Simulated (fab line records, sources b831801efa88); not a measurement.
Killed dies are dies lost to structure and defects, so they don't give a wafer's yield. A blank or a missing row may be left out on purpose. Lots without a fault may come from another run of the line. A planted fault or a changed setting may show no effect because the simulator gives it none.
Split-lot experiment | flow sfq_line | 5 lots, 23 wafers read, on a route of 325 steps

THE SPLIT
At SFQ_TRILAYER_I1_DEP_PECVD_045 (deposits SiO2 from SiH4/N2O, time 111.11 s, target thk 500 nm), the setting time_s was moved away from the recipe's 111.11 s on 10 of the 23 wafers read, by -6.3% to -3.9%. The other wafers ran this setting at the recipe's value.

The reading is taken at the split's own step.

THE READING
SiO2_of_TRILAYER_I1_DEP_PECVD_045.thk_nm (the simulator's own value, which no gauge read), in nm, at SFQ_TRILAYER_I1_DEP_PECVD_045 (deposits SiO2 from SiH4/N2O, time 111.11 s, target thk 500 nm). The file gives no usual value for it. The 13 wafers here that ran the recipe average 502.5 nm, standard deviation 4.9 nm.

wafer  | tool, chamber at the split | time_s as run, s | against the recipe | SiO2_of_TRILAYER_I1_DEP_PECVD_045.thk_nm, nm | against lot-mates on the recipe
L075.1 | pecvd-03, 1                | 111.11           | recipe             | 493.7                                        | -
L075.2 | pecvd-03, 2                | 106.8            | -3.9%              | 475.8                                        | -22.1
L075.3 | pecvd-03, 0                | 106.8            | -3.9%              | 478.1                                        | -19.8
L075.5 | pecvd-03, 2                | 111.11           | recipe             | 502.1                                        | -
L075.6 | pecvd-03, 1                | 106.8            | -3.9%              | 485.1                                        | -12.8
L077.1 | pecvd-03, 2                | 111.11           | recipe             | 500.5                                        | -
L077.3 | pecvd-03, 1                | 105.4            | -5.1%              | 474.7                                        | -30.2
L077.4 | pecvd-03, 0                | 105.4            | -5.1%              | 486.5                                        | -18.4
L077.5 | pecvd-03, 1                | 111.11           | recipe             | 508                                          | -
L077.6 | pecvd-03, 2                | 111.11           | recipe             | 506.2                                        | -
L078.1 | pecvd-01, 1                | 111.11           | recipe             | 498.5                                        | -
L078.5 | pecvd-01, 2                | 111.11           | recipe             | 497.2                                        | -
L078.6 | pecvd-01, 1                | 111.11           | recipe             | 509.1                                        | -
L079.2 | pecvd-04, 0                | 104.2            | -6.2%              | 463.9                                        | -37.2
L079.3 | pecvd-04, 2                | 111.11           | recipe             | 500.4                                        | -
L079.4 | pecvd-04, 2                | 111.11           | recipe             | 504.9                                        | -
L079.5 | pecvd-04, 0                | 111.11           | recipe             | 498                                          | -
L079.6 | pecvd-04, 1                | 104.2            | -6.2%              | 470.1                                        | -31.0
L080.1 | pecvd-04, 0                | 104.1            | -6.3%              | 466.2                                        | -40.7
L080.2 | pecvd-04, 1                | 104.1            | -6.3%              | 467.8                                        | -39.1
L080.3 | pecvd-04, 2                | 104.1            | -6.3%              | 471.8                                        | -35.1
L080.4 | pecvd-04, 1                | 111.11           | recipe             | 503.2                                        | -
L080.5 | pecvd-04, 2                | 111.11           | recipe             | 510.6                                        | -

THE FIT
A straight line over all 23 wafers: SiO2_of_TRILAYER_I1_DEP_PECVD_045.thk_nm changes by +5.33 nm for each +1% of time_s; r = +0.95; the points scatter about the line by 5.1 nm.
The same after taking each lot's own level away (the mean of its wafers on the recipe; 23 wafers): +5.53 nm for each +1%; r = +0.96; scatter 4.6 nm.
On that fit, the largest move of time_s shifts the reading by 35 nm.
The lots' own levels span 497.90 to 506.90 nm, that is 1.8 times the standard deviation above.
So the lot-to-lot level changes the slope little: the two slopes agree.
Check: with one of the wafers moved furthest among these (-6.3%) left out of the fit, the line predicts -33.6 nm for it against its lot-mates. It came out at -40.7 nm against them.

OTHER SPLITS ON THESE WAFERS
These wafers also went through other splits before the reading. Each is held against what the fit with the lots' levels taken away leaves over:
other split on the same wafers           | wafers away from the commonest value | r with SiO2_of_TRILAYER_I1_DEP_PECVD_045.thk_nm (lot level and that fit taken away)
SFQ_TRILAYER_M1_LITHO_PEB_042 peb_temp_c | 10                                   | +0.57

THE WHOLE CHAIN: every reading that the file lists as answering this split, in the file's order
step                          | what it does                                                  | reading                                                                                   | change (the file's fit)              | r (the file's)
SFQ_TRILAYER_I1_DEP_PECVD_045 | deposits SiO2 from SiH4/N2O, time 111.11 s, target thk 500 nm | SiO2_of_TRILAYER_I1_DEP_PECVD_045.thk_nm (the simulator's own value, which no gauge read) | +5.41 nm for each +1% of the setting | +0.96
SFQ_TRILAYER_I1_CMP_CMP_046   | polishes SiO2                                                 | time_to_endpoint_s                                                                        | withheld for each +1% of the setting | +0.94

THE FILE'S OWN FIT
SiO2_of_TRILAYER_I1_DEP_PECVD_045.thk_nm changes by +5.41 nm for each +1% of time_s, r = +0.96.
